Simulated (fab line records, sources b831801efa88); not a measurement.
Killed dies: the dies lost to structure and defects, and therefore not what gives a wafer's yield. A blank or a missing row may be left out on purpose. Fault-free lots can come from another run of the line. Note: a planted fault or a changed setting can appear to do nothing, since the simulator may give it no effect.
Which tool did it? :: flow gf180mcu :: 14 lots with 42 wafers sampled at 3 steps, on a route of 602 steps

WHAT THE GAUGES READ, wafer by wafer
GF_LVPWELL_OVL_MEAS_07. Usual: for LVPWELL_OVL the level is 0.1 nm and the standard deviation is 1.4.
lot: L817
measured: day 3 22:52
on: overlay-01
LVPWELL_OVL (nm): -1.7 -2.1 -2.4
flag: 

lot: L818
measured: day 4 04:20
on: overlay-01
LVPWELL_OVL (nm): -1.1 -1.7 -2.2
flag: 

lot: L823
measured: day 5 05:58
on: overlay-01
LVPWELL_OVL (nm): 0.6 0.2 0.2
flag: 

lot: L824
measured: day 5 11:35
on: overlay-02
LVPWELL_OVL (nm): -0.5 0.9 -1.4
flag: 

lot: L828
measured: day 6 11:41
on: overlay-02
LVPWELL_OVL (nm): -1.1 -0.2 -0.7
flag: 

lot: L830
measured: day 6 22:52
on: overlay-01
LVPWELL_OVL (nm): -0.1 1.9 1.0
flag: 

lot: L831
measured: day 7 03:26
on: overlay-02
LVPWELL_OVL (nm): 0.0 0.3 1.5
flag: 

lot: L832
measured: day 7 09:16
on: overlay-01
LVPWELL_OVL (nm): 0.4 -0.5 -2.0
flag: 

lot: L833
measured: day 7 13:23
on: overlay-01
LVPWELL_OVL (nm): 0.7 -0.3 -0.6
flag: 

lot: L834
measured: day 7 20:07
on: overlay-01
LVPWELL_OVL (nm): -0.7 -1.7 -1.2
flag: 

lot: L835
measured: day 8 01:23
on: overlay-02
LVPWELL_OVL (nm): 0.6 0.7 -0.4
flag: 

lot: L836
measured: day 8 07:10
on: overlay-01
LVPWELL_OVL (nm): -0.6 -2.1 -0.3
flag: 

lot: L839
measured: day 9 00:21
on: overlay-01
LVPWELL_OVL (nm): 1.0 0.1 -0.3
flag: 

lot: L840
measured: day 9 07:43
on: overlay-01
LVPWELL_OVL (nm): 0.8 1.5 2.0
flag: 

GF_VT_IMPLANT_TW_MEAS_32. Usual: for VT_IMPLANT_3_TW the level is 269.3 and the standard deviation is 2.2.
lot: L817
measured: day 6 23:38
on: film_metro-04
VT_IMPLANT_3_TW: 269.2 271.1 270.4
flag: 

lot: L818
measured: day 7 04:20
on: film_metro-03
VT_IMPLANT_3_TW: 266.7 269.7 267.3
flag: 

lot: L823
measured: day 8 11:33
on: film_metro-04
VT_IMPLANT_3_TW: 270.8 270.8 269.7
flag: 

lot: L824
measured: day 8 18:23
on: film_metro-02
VT_IMPLANT_3_TW: 267.2 268.5 268.1
flag: 

lot: L828
measured: day 9 22:35
on: film_metro-04
VT_IMPLANT_3_TW: 270.4 270.3 270.3
flag: 

lot: L830
measured: day 10 11:01
on: film_metro-02
VT_IMPLANT_3_TW: 268.9 269.0 269.2
flag: 

lot: L831
measured: day 10 17:14
on: film_metro-02
VT_IMPLANT_3_TW: 271.6 270.4 269.1
flag: 

lot: L832
measured: day 10 22:32
on: film_metro-02
VT_IMPLANT_3_TW: 269.6 270.0 269.6
flag: 

lot: L833
measured: day 11 03:43
on: film_metro-04
VT_IMPLANT_3_TW: 272.4 271.2 272.2
flag: 

lot: L834
measured: day 11 13:49
on: film_metro-03
VT_IMPLANT_3_TW: 267.1 267.3 266.8
flag: 

lot: L835
measured: day 11 18:00
on: film_metro-02
VT_IMPLANT_3_TW: 269.2 270.5 268.6
flag: 

lot: L836
measured: day 12 00:55
on: film_metro-03
VT_IMPLANT_3_TW: 266.8 266.5 266.1
flag: 

lot: L839
measured: day 12 22:03
on: film_metro-03
VT_IMPLANT_3_TW: 264.8 266.8 265.2
flag: 

lot: L840
measured: day 13 06:59
on: film_metro-04
VT_IMPLANT_3_TW: 272.3 270.9 270.2
flag: 

TOOL THAT RAN EACH LOT (tool first, then ch and the chambers of the sampled wafers, then the start)
lot: L817
GF_NWELL_STRIP_10: plasma_asher-04 ch 0,1, day 3 09:37

lot: L818
GF_NWELL_STRIP_10: plasma_asher-02 ch 0,1, day 3 15:08

lot: L823
GF_NWELL_STRIP_10: plasma_asher-02 ch 0,1, day 4 16:05

lot: L824
GF_NWELL_STRIP_10: plasma_asher-03 ch 0,1, day 4 21:53

lot: L828
GF_NWELL_STRIP_10: plasma_asher-04 ch 0,1, day 5 20:58

lot: L830
GF_NWELL_STRIP_10: plasma_asher-02 ch 0,1, day 6 07:13

lot: L831
GF_NWELL_STRIP_10: plasma_asher-03 ch 0,1, day 6 11:50

lot: L832
GF_NWELL_STRIP_10: plasma_asher-04 ch 0,1, day 6 17:26

lot: L833
GF_NWELL_STRIP_10: plasma_asher-04 ch 0,1, day 6 22:35

lot: L834
GF_NWELL_STRIP_10: plasma_asher-04 ch 0,1, day 7 04:16

lot: L835
GF_NWELL_STRIP_10: plasma_asher-02 ch 0,1, day 7 09:41

lot: L836
GF_NWELL_STRIP_10: plasma_asher-04 ch 0,1, day 7 15:19

lot: L839
GF_NWELL_STRIP_10: plasma_asher-04 ch 0,1, day 8 08:08

lot: L840
GF_NWELL_STRIP_10: plasma_asher-02 ch 0,1, day 8 15:14
- GF_NWELL_STRIP_10: strips in O2/N2.

WHAT THE TOOLS THEMSELVES READ (means of the sampled wafers that have a number; where no wafer has one, the mark that the record gives instead)
GF_NWELL_STRIP_10. Usual: drypump_motor_current_A 5.9 A, standard deviation 0.58; heater_power_w 351 W, standard deviation 33; o2_flow_sccm 2999 sccm, standard deviation 8.9; oes_product_au 0.722 a.u., standard deviation 0.0048; strip_time_to_endpoint_s 36.64 s, standard deviation 0.095.
lot: L817
tool: plasma_asher-04
drypump_motor_current_A (A): 6.1
heater_power_w (W): 378
o2_flow_sccm (sccm): 3004
oes_product_au (a.u.): 0.721
strip_time_to_endpoint_s (s): 36.86
flag: 

lot: L818
tool: plasma_asher-02
drypump_motor_current_A (A): 5.8
heater_power_w (W): 329
o2_flow_sccm (sccm): 2996
oes_product_au (a.u.): 0.722
strip_time_to_endpoint_s (s): 36.72
flag: 

lot: L823
tool: plasma_asher-02
drypump_motor_current_A (A): 6.3
heater_power_w (W): 319
o2_flow_sccm (sccm): 2993
oes_product_au (a.u.): 0.722
strip_time_to_endpoint_s (s): 36.70
flag: 

lot: L824
tool: plasma_asher-03
drypump_motor_current_A (A): 5.0
heater_power_w (W): 314
o2_flow_sccm (sccm): 3006
oes_product_au (a.u.): 0.719
strip_time_to_endpoint_s (s): 36.72
flag: 

lot: L828
tool: plasma_asher-04
drypump_motor_current_A (A): 6.1
heater_power_w (W): 376
o2_flow_sccm (sccm): 2993
oes_product_au (a.u.): 0.724
strip_time_to_endpoint_s (s): 36.52
flag: 

lot: L830
tool: plasma_asher-02
drypump_motor_current_A (A): 6.3
heater_power_w (W): 337
o2_flow_sccm (sccm): 2999
oes_product_au (a.u.): 0.718
strip_time_to_endpoint_s (s): 36.62
flag: 

lot: L831
tool: plasma_asher-03
drypump_motor_current_A (A): 5.0
heater_power_w (W): 308
o2_flow_sccm (sccm): 3001
oes_product_au (a.u.): 0.723
strip_time_to_endpoint_s (s): 36.65
flag: 

lot: L832
tool: plasma_asher-04
drypump_motor_current_A (A): 6.1
heater_power_w (W): 368
o2_flow_sccm (sccm): 3006
oes_product_au (a.u.): 0.729
strip_time_to_endpoint_s (s): 36.67
flag: 

lot: L833
tool: plasma_asher-04
drypump_motor_current_A (A): 6.1
heater_power_w (W): 358
o2_flow_sccm (sccm): 2991
oes_product_au (a.u.): 0.724
strip_time_to_endpoint_s (s): 36.64
flag: 

lot: L834
tool: plasma_asher-04
drypump_motor_current_A (A): 6.1
heater_power_w (W): 365
o2_flow_sccm (sccm): 2996
oes_product_au (a.u.): 0.724
strip_time_to_endpoint_s (s): 36.58
flag: 

lot: L835
tool: plasma_asher-02
drypump_motor_current_A (A): 6.3
heater_power_w (W): 329
o2_flow_sccm (sccm): 3005
oes_product_au (a.u.): 0.722
strip_time_to_endpoint_s (s): 36.62
flag: 

lot: L836
tool: plasma_asher-04
drypump_motor_current_A (A): 6.1
heater_power_w (W): 359
o2_flow_sccm (sccm): 2993
oes_product_au (a.u.): 0.721
strip_time_to_endpoint_s (s): 36.61
flag: 

lot: L839
tool: plasma_asher-04
drypump_motor_current_A (A): 6.1
heater_power_w (W): 357
o2_flow_sccm (sccm): 2996
oes_product_au (a.u.): 0.719
strip_time_to_endpoint_s (s): 36.42
flag: 

lot: L840
tool: plasma_asher-02
drypump_motor_current_A (A): 6.3
heater_power_w (W): 329
o2_flow_sccm (sccm): 2993
oes_product_au (a.u.): 0.719
strip_time_to_endpoint_s (s): 36.63
flag: 

THE ANSWER, worked out from the rows above alone
Rule: a lot is off if the mean of its wafers that have a number lies more than 3 standard deviations from the usual mean. A lot without any number at a reading at which 4 lots or more have one is off too. Where the step has rows for the other lots, those lots are counted as sound. First the gauges in route order, then the tools' own readings, where a lot's mean is used as printed above. The first step at which some lot is off is used, and at that step the reading that is off furthest; a lot without a number counts as furthest.
Across all readings shown, no lot is off: no conclusion can be drawn from this.

WHAT WAS PUT IN BY THE SIMULATOR
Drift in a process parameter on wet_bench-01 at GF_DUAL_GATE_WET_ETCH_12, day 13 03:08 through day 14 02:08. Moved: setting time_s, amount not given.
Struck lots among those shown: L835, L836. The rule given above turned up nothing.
